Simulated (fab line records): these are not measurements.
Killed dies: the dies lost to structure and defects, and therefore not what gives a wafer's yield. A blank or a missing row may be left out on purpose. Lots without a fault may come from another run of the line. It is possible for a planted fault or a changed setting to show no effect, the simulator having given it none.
A lot that was struck, set against a sound lot -- flow sky130 -- 16 steps out of a route of 708
Sound: wafers L609.1, L609.2, L609.4. The struck wafers were L620.2, L620.3, L620.4. The cause is given at the end.
At each step with rows: each side's tool, then ch and its chambers, then its first start. Under that, the readings that differ: sound wafers -- struck wafers -- difference of the means -- sigmas: that difference in standard deviations of wafers without a fault.
alike: readings with means less than 2 such deviations apart, plus words and numbers identical on both sides. not compared: withheld readings, readings lacking a value on some wafer, bounds such as >300 that could conceal the same value, and numbers that have no deviation in the record and whose values overlap.
The two part at a step that has a row with sigmas, a row that says differs or no value, or rows on one side only. Numbers that don't overlap but have no deviation are shown without sigmas and don't part them. A reading that every wafer of one side lacks parts them only if that side has two wafers or more.

SKY_VIA2_BOW_MEAS_03:
  struck on film metro-01, day 40 22:04; sound on film metro-02, day 37 21:17
  alike: VIA2_BOW
then, 8 steps without rows for these wafers: SKY_VIA2_DEHYDRATE_04 (time 60 s); SKY_VIA2_HMDS_05 (prime time 60 s); SKY_VIA2_COAT_06 (resist thk 60 nm); SKY_VIA2_COAT_07 (resist thk 450 nm); SKY_VIA2_SOFTBAKE_08 (time 90 s); SKY_VIA2_EXPOSE_09 (exposes mask VIM2, target cd 200 nm); SKY_VIA2_PEB_10; SKY_VIA2_DEVELOP_11 (develop time 60 s).
SKY_VIA2_CD_MEAS_12 targets a cd of 200 nm.
  struck on cd sem-01, day 41 22:13; sound on cd sem-02, day 38 21:25
  alike: cd nm
SKY_VIA2_OVL_MEAS_13:
  struck on overlay-02, day 41 22:19; sound on overlay-02, day 38 21:32
  alike: VIA2_OVL
SKY_VIA2_ETCH_14: etches BARC in N2/H2, stops on SiO2, time 45.9 s, target depth 60 nm.
  sound on rie diel-03 ch 0,1,2, day 38 21:34; struck on rie diel-01 ch 0,1,2, day 41 22:21
  alike: bias w, chamber pressure mTorr, drypump motor current A, oes product au, throttle valve pct
  not compared: rf hours counter h
SKY_VIA2_ETCH_15: etches SiO2 in C4F8/O2/Ar, stops on TiN, target depth 546 nm, time 84 s.
  sound on rie diel-03 ch 0,1,2, day 38 21:37; struck on rie diel-01 ch 0,1,2, day 41 22:23
  no value came back on the struck wafers for bias w (W), chamber pressure mTorr (mTorr), oes product au (a.u.), rf hours counter h (h); on the sound wafers bias w (W) reads 1195 1198 1200
reading,sound,struck,difference,sigmas
model.KrF-thick_of_VIA2_COAT_07.thk nm (nm),282.5 281.1 283.4,394.9 390.8 391.9,+110.2,
SKY_VIA2_STRIP_16: strips in O2/N2.
  sound on plasma asher-03 ch 0,1, day 38 21:41; struck on plasma asher-01 ch 0,1, day 41 22:28
reading,sound,struck,difference,sigmas
oes product au (a.u.),0.403 0.388 0.397,0.448 0.447 0.446,+0.051,+11
strip time to endpoint s (s),4.04 4.02 4.03,5.23 5.19 5.18,+1.17,+29
  alike: drypump motor current A, o2 flow sccm
  not compared: rf hours counter h
then, 1 step without rows for these wafers: SKY_VIA2_STRIP_17 (strips in post etch residue remover, time 1200 s).
-- the record jumps here: 8 days lie between the struck wafers' starts before and after (it left off in module VIA2 and takes up again in module PAD_OPEN, whose first step shown is number 708 of the route) --
SKY_PAD_OPEN_PROBE_99:
  struck on prober-01, day 50 06:20; sound on prober-01, day 47 22:44
reading,sound,struck,difference,sigmas
defect limited yield (%),81.7 80.1 79.5,0 0 0,-80,-42
killed_at_M0_to_M3,42 54 54,446 449 453,+399,+61
killed at contacts,33 34 31,20 20 19,-13,-2
killed dies,90 98 101,492 492 492,+396,+41
killed on rim,20 17 23,96 96 96,+76,+20
sort_bin_5_function (%),12.6 14.4 10.8,92.3 90.9 93.3,+79.6,+50
sort n pass,402 394 391,0 0 0,-396,-42
sort yield pct (%),81.7 80.1 79.5,0 0 0,-80,-42
  alike: killed_at_M4_up, killed at front end, killed at other, killed open, killed short, sort_bin_3_pad_short, sort_bin_6_memory

## WHERE THEY PART
First at SKY_VIA2_ETCH_15; last, within this record, at SKY_PAD_OPEN_PROBE_99.

WHY: what the simulator had put in
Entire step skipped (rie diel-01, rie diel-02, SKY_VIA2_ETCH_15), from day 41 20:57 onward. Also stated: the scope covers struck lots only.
